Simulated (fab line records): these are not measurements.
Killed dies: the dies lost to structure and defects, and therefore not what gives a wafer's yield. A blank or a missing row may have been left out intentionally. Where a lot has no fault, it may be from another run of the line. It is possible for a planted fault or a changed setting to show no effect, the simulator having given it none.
Which of the tools did it?    flow sky130    Sampling: 24 lots, 72 wafers, 5 of 708 route steps

## WHAT THE GAUGES READ, wafer by wafer
SKY_VIA2_CD_MEAS_12: the cd target is 200 nm. Usual: cd-nm reads 199.7 nm (standard deviation 1.4).
lot   measured      on         cd-nm (nm)         flag
L074  day 36 05:17  cd-sem-01  201.0 200.5 200.3  
L075  day 36 15:04  cd-sem-02  199.9 198.6 198.3  
L076  day 36 23:13  cd-sem-01  196.3 197.9 198.0  
L077  day 37 14:35  cd-sem-02  199.6 199.8 199.6  
L078  day 37 14:40  cd-sem-01  201.1 201.1 201.5  
L079  day 37 23:49  cd-sem-02  199.3 200.5 199.9  
L080  day 38 13:45  cd-sem-01  197.8 198.6 198.2  
L081  day 38 18:09  cd-sem-01  200.0 199.6 201.2  
L082  day 39 13:13  cd-sem-01  201.0 199.3 199.3  
L084  day 40 12:28  cd-sem-01  196.6 195.7 196.1  
L083  day 40 13:16  cd-sem-02  201.7 199.8 199.9  
L085  day 40 15:58  cd-sem-01  201.7 200.0 200.7  
L087  day 40 16:13  cd-sem-02  198.9 199.5 199.0  
L086  day 40 18:56  cd-sem-01  200.2 200.1 200.7  
L088  day 40 19:57  cd-sem-02  201.0 200.8 201.7  
L089  day 41 01:44  cd-sem-02  199.5 199.0 200.0  
L090  day 41 08:46  cd-sem-01  199.2 200.2 198.8  
L092  day 41 17:44  cd-sem-01  199.2 198.7 199.7  
L091  day 41 19:55  cd-sem-02  199.6 200.1 201.0  
L093  day 42 01:58  cd-sem-02  201.1 201.4 202.9  
L094  day 42 05:53  cd-sem-02  198.7 198.7 197.7  
L095  day 42 15:48  cd-sem-01  200.1 200.1 199.0  
L096  day 42 22:47  cd-sem-01  201.0 199.7 199.4  
L097  day 43 18:31  cd-sem-02  201.4 201.6 201.2  

SKY_VIA3_THK_MEAS_23: measures by xrf. Usual: VIA3_W_THK typically reads 384 nm, with standard deviation 5.5.
lot   measured      on             VIA3_W_THK (nm)  flag
L074  day 39 15:32  film-metro-01  390 382 390      
L075  day 40 00:22  film-metro-04  390 383 385      
L076  day 40 07:10  film-metro-04  383 383 387      
L077  day 40 22:19  film-metro-02  375 373 378      
L078  day 40 22:37  film-metro-02  381 385 379      
L079  day 41 07:39  film-metro-04  377 388 387      
L080  day 41 20:49  film-metro-04  380 378 384      
L081  day 42 01:52  film-metro-01  379 382 385      
L082  day 42 17:35  film-metro-04  387 389 381      
L084  day 43 16:23  film-metro-02  376 377 380      
L083  day 43 16:50  film-metro-01  399 398 399      
L085  day 43 20:02  film-metro-04  386 378 386      
L087  day 43 20:16  film-metro-01  390 393 398      
L086  day 43 22:49  film-metro-02  379 378 379      
L088  day 44 00:07  film-metro-01  389 380 384      
L089  day 44 06:51  film-metro-02  382 380 383      
L090  day 44 11:58  film-metro-04  390 391 394      
L092  day 44 19:23  film-metro-02  382 386 387      
L091  day 44 23:11  film-metro-02  385 380 389      
L093  day 45 03:29  film-metro-01  387 391 389      
L094  day 45 07:32  film-metro-02  381 379 380      
L095  day 45 15:30  film-metro-02  379 381 376      
L096  day 45 23:15  film-metro-01  388 389 389      
L097  day 46 15:23  film-metro-02  382 377 374      

## EACH LOT AND THE TOOL THAT RAN IT (in order: tool; ch and the chambers of the sampled wafers; start)
lot   SKY_METAL2_SPUTTER_03         SKY_CAPM_CVD_00                  SKY_VIA3_STRIP_16
L074  pvd-sputter-03, day 33 23:11  pecvd-02 ch 0,1,2, day 36 07:05  plasma-asher-02 ch 0,1, day 39 14:32
L075  pvd-sputter-03, day 34 08:55  pecvd-01 ch 0,2, day 36 16:55    plasma-asher-01 ch 0,1, day 39 23:28
L076  pvd-sputter-03, day 34 17:51  pecvd-04 ch 1,2, day 37 00:51    plasma-asher-01 ch 0,1, day 40 06:15
L077  pvd-sputter-03, day 35 08:06  pecvd-01 ch 0,2, day 37 16:14    plasma-asher-04 ch 0,1, day 40 21:20
L078  pvd-sputter-03, day 35 09:03  pecvd-04 ch 0,2, day 37 16:23    plasma-asher-01 ch 0,1, day 40 21:41
L079  pvd-sputter-04, day 35 18:40  pecvd-02 ch 0,1,2, day 38 01:29  plasma-asher-04 ch 0,1, day 41 06:43
L080  pvd-sputter-01, day 36 08:08  pecvd-01 ch 0,2, day 38 15:25    plasma-asher-04 ch 0,1, day 41 19:56
L081  pvd-sputter-04, day 36 12:55  pecvd-01 ch 1,2, day 38 19:47    plasma-asher-04 ch 0,1, day 42 00:57
L082  pvd-sputter-01, day 37 09:50  pecvd-01 ch 0,1,2, day 39 14:53  plasma-asher-04 ch 1, day 42 16:38
L084  pvd-sputter-03, day 38 08:38  pecvd-04 ch 1,2, day 40 14:08    plasma-asher-04 ch 0,1, day 43 15:26
L083  pvd-sputter-01, day 38 09:35  pecvd-02 ch 0,1, day 40 15:01    plasma-asher-01 ch 0,1, day 43 15:56
L085  pvd-sputter-03, day 38 12:28  pecvd-01 ch 0,1, day 40 17:44    plasma-asher-01 ch 0,1, day 43 19:05
L087  pvd-sputter-04, day 38 12:42  pecvd-04 ch 0,2, day 40 17:55    plasma-asher-04 ch 0,1, day 43 19:22
L086  pvd-sputter-03, day 38 15:12  pecvd-02 ch 0,2, day 40 20:44    plasma-asher-01 ch 0,1, day 43 21:55
L088  pvd-sputter-04, day 38 17:04  pecvd-01 ch 0,1, day 40 21:43    plasma-asher-04 ch 0,1, day 43 23:14
L089  pvd-sputter-03, day 38 23:26  pecvd-01 ch 0,1,2, day 41 03:22  plasma-asher-02 ch 0,1, day 44 05:58
L090  pvd-sputter-04, day 39 06:20  pecvd-02 ch 0,2, day 41 10:29    plasma-asher-01 ch 0,1, day 44 11:05
L092  pvd-sputter-04, day 39 15:25  pecvd-02 ch 0,2, day 41 19:29    plasma-asher-01 ch 0,1, day 44 18:29
L091  pvd-sputter-03, day 39 17:22  pecvd-04 ch 0,2, day 41 21:41    plasma-asher-02 ch 0,1, day 44 22:17
L093  pvd-sputter-03, day 39 23:21  pecvd-04 ch 0,2, day 42 03:39    plasma-asher-01 ch 0,1, day 45 02:35
L094  pvd-sputter-03, day 40 04:31  pecvd-02 ch 0,2, day 42 07:40    plasma-asher-04 ch 0, day 45 06:38
L095  pvd-sputter-04, day 40 15:29  pecvd-01 ch 0,2, day 42 17:29    plasma-asher-01 ch 0,1, day 45 14:37
L096  pvd-sputter-03, day 40 21:56  pecvd-04 ch 0,1, day 43 00:28    plasma-asher-04 ch 0,1, day 45 22:21
L097  pvd-sputter-03, day 41 17:38  pecvd-01 ch 0,1, day 43 20:12    plasma-asher-04 ch 0,1, day 46 14:30
- SKY_METAL2_SPUTTER_03: material Ti, target thk 5 nm, time 3.3 s.
- SKY_CAPM_CVD_00: deposits SiO2, target thk 15.5 nm.
- SKY_VIA3_STRIP_16: strips in O2/N2.

## AS READ BY THE TOOLS THEMSELVES (means over the sampled wafers that have a number; for cases with no such wafer, the mark the record gives instead)
SKY_METAL2_SPUTTER_03. Usual: throttle-valve-pct reads 30.2 % (standard deviation 0.87).
lot   tool            throttle-valve-pct (%)  flag
L074  pvd-sputter-03  30.3                    
L075  pvd-sputter-03  30.1                    
L076  pvd-sputter-03  30.4                    
L077  pvd-sputter-03  30.9                    
L078  pvd-sputter-03  29.8                    
L079  pvd-sputter-04  29.7                    
L080  pvd-sputter-01  31.5                    
L081  pvd-sputter-04  29.8                    
L082  pvd-sputter-01  30.2                    
L084  pvd-sputter-03  30.3                    
L083  pvd-sputter-01  30.2                    
L085  pvd-sputter-03  29.8                    
L087  pvd-sputter-04  29.8                    
L086  pvd-sputter-03  30.5                    
L088  pvd-sputter-04  30.4                    
L089  pvd-sputter-03  30.0                    
L090  pvd-sputter-04  29.7                    
L092  pvd-sputter-04  29.8                    
L091  pvd-sputter-03  30.2                    
L093  pvd-sputter-03  30.2                    
L094  pvd-sputter-03  30.2                    
L095  pvd-sputter-04  29.8                    
L096  pvd-sputter-03  30.0                    
L097  pvd-sputter-03  30.5                    

SKY_CAPM_CVD_00. Usual: heater-power-w reads 740 W (standard deviation 91).
lot   tool      heater-power-w (W)  flag
L074  pecvd-02  738                 
L075  pecvd-01  683                 
L076  pecvd-04  763                 
L077  pecvd-01  699                 
L078  pecvd-04  792                 
L079  pecvd-02  733                 
L080  pecvd-01  738                 
L081  pecvd-01  694                 
L082  pecvd-01  725                 
L084  pecvd-04  770                 
L083  pecvd-02  730                 
L085  pecvd-01  727                 
L087  pecvd-04  778                 
L086  pecvd-02  803                 
L088  pecvd-01  716                 
L089  pecvd-01  683                 
L090  pecvd-02  804                 
L092  pecvd-02  727                 
L091  pecvd-04  798                 
L093  pecvd-04  795                 
L094  pecvd-02  682                 
L095  pecvd-01  712                 
L096  pecvd-04  806                 
L097  pecvd-01  704                 

SKY_VIA3_STRIP_16. Usual: drypump-motor-current-A 5.9 A, standard deviation 0.42; oes-product-au 0.402 a.u., standard deviation 0.0044; strip-time-to-endpoint-s 4.139 s, standard deviation 0.025.
lot   tool             drypump-motor-current-A (A)  oes-product-au (a.u.)  strip-time-to-endpoint-s (s)  flag
L074  plasma-asher-02  6.0                          0.408                  4.160                         
L075  plasma-asher-01  5.5                          0.400                  4.096                         
L076  plasma-asher-01  5.4                          0.402                  4.147                         
L077  plasma-asher-04  6.2                          0.403                  4.134                         
L078  plasma-asher-01  5.5                          0.401                  4.154                         
L079  plasma-asher-04  6.1                          0.406                  4.187                         
L080  plasma-asher-04  6.0                          0.401                  4.119                         
L081  plasma-asher-04  6.1                          0.400                  4.146                         
L082  plasma-asher-04  6.1                          0.400                  4.089                         
L084  plasma-asher-04  6.1                          0.403                  4.168                         
L083  plasma-asher-01  5.5                          0.402                  4.164                         
L085  plasma-asher-01  5.5                          0.402                  4.121                         
L087  plasma-asher-04  6.1                          0.403                  4.135                         
L086  plasma-asher-01  5.8                          0.402                  4.143                         
L088  plasma-asher-04  6.1                          0.404                  4.149                         
L089  plasma-asher-02  5.7                          0.404                  4.136                         
L090  plasma-asher-01  5.8                          0.402                  4.155                         
L092  plasma-asher-01  5.4                          0.404                  4.127                         
L091  plasma-asher-02  5.7                          0.403                  4.109                         
L093  plasma-asher-01  5.4                          0.401                  4.143                         
L094  plasma-asher-04  6.0                          0.406                  4.141                         
L095  plasma-asher-01  5.5                          0.404                  4.124                         
L096  plasma-asher-04  6.1                          0.403                  4.146                         
L097  plasma-asher-04  6.0                          0.401                  4.156                         

## THE ANSWER, worked out from the rows above alone
Rule: a lot counts as off when the mean over its wafers that have a number is more than 3 standard deviations away from the usual mean. Also off: a lot with no number at a reading for which 4 or more lots have one. Where the step has rows for the other lots, those lots are counted as sound. The gauges are gone through in route order, then the tools' own readings, and for those a lot's mean is taken as printed above. At the first step where some lot is off, the reading lying furthest off is the one used; lots without a number count as furthest.
No lot is off at any reading shown: from this, nothing can be told.

## WHAT WAS PUT IN BY THE SIMULATOR
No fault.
